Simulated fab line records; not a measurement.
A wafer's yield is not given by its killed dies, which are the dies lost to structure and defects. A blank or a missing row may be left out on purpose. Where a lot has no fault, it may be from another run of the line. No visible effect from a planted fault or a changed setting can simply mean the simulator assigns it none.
Chamber matching + flow gf180mcu + 4 sister chambers for GF_V4_CMP_04 on cmp-01
The step polishes SiO2. 22 wafers are shown with their chamber, then 11 later ones without.

## WAFERS WITH THEIR CHAMBER
| wafer  | chamber | motorCurrentA (A) | timeToEndpointS (s) |
|--------|---------|-------------------|---------------------|
| L460.2 | 2       | 13.2              | 71                  |
| L460.3 | 0       | 14.1              | 70                  |
| L460.6 | 0       | 15.0              | 75                  |
| L462.2 | 0       | 14.1              | 82                  |
| L462.3 | 3       | 11.2              | 87                  |
| L462.6 | 2       | 12.9              | 92                  |
| L464.1 | 2       | 12.8              | 86                  |
| L464.2 | 0       | 14.7              | 78                  |
| L464.5 | 0       | 14.4              | 74                  |
| L466.2 | 0       | 15.0              | 68                  |
| L466.4 | 1       | 11.6              | 86                  |
| L466.5 | 1       | 10.8              | 78                  |
| L469.3 | 2       | 12.1              | 74                  |
| L469.4 | 1       | 10.9              | 84                  |
| L469.6 | 2       | 13.6              | 82                  |
| L470.2 | 1       | 11.7              | 81                  |
| L470.4 | 2       | 13.3              | 79                  |
| L470.6 | 1       | 11.2              | 80                  |
| L473.2 | 1       | 10.9              | 86                  |
| L473.4 | 2       | 13.7              | 88                  |
| L473.6 | 1       | 11.2              | 87                  |
| L477.1 | 1       | 11.5              | 77                  |

SIGNATURES (means of the wafers above)
| reading         | chamber 0 | chamber 1 | chamber 2 | chamber 3 | scatter within a chamber |
|-----------------|-----------|-----------|-----------|-----------|--------------------------|
| motorCurrentA   | 14.550    | 11.225    | 13.086    | 11.200    | 0.44                     |
| timeToEndpointS | 74.50     | 82.38     | 81.71     | 87.00     | 5.69                     |
Rule: for a wafer and a chamber, the distance is found by dividing, reading by reading, the gap between the wafer's reading and the chamber's mean by the reading's scatter, squaring, summing and taking the root. If the next closest chamber is less than 2 further off than the closest, the wafer can't be placed; otherwise it belongs to the closest. The scatter: the root of (the sum of the squares of (reading less its chamber's mean) over the shown wafers, divided by (wafers less chambers)).

## WAFERS WITH NO CHAMBER GIVEN
| wafer  | motorCurrentA (A) | timeToEndpointS (s) |
|--------|-------------------|---------------------|
| L477.2 | 12.9              | 81                  |
| L477.3 | 14.2              | 65                  |
| L478.1 | 11.5              | 72                  |
| L478.3 | 11.2              | 80                  |
| L478.5 | 11.4              | 80                  |
| L481.2 | 14.0              | 72                  |
| L481.3 | 13.9              | 82                  |
| L481.5 | 11.7              | 86                  |
| L483.1 | 11.8              | 85                  |
| L483.3 | 15.1              | 76                  |
| L483.4 | 10.9              | 76                  |

## CHAMBER TAKEN BY EACH
| wafer  | from the rows above          | in truth |
|--------|------------------------------|----------|
| L477.2 | 2                            | 2        |
| L477.3 | 0                            | 0        |
| L478.1 | can't be placed: 1 or 3      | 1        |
| L478.3 | can't be placed: 1 or 3      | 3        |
| L478.5 | can't be placed: 1 or 3      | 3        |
| L481.2 | can't be placed: 0 or 2      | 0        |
| L481.3 | can't be placed: 2 or 0      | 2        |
| L481.5 | can't be placed: 3 or 1      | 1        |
| L483.1 | can't be placed: 1 or 3 or 2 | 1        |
| L483.3 | 0                            | 0        |
| L483.4 | can't be placed: 1 or 3      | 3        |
Correct placement for 3 of the 11. These rows do not allow placing 8 (true chamber among the candidates in 8). Placed wrongly: 0.
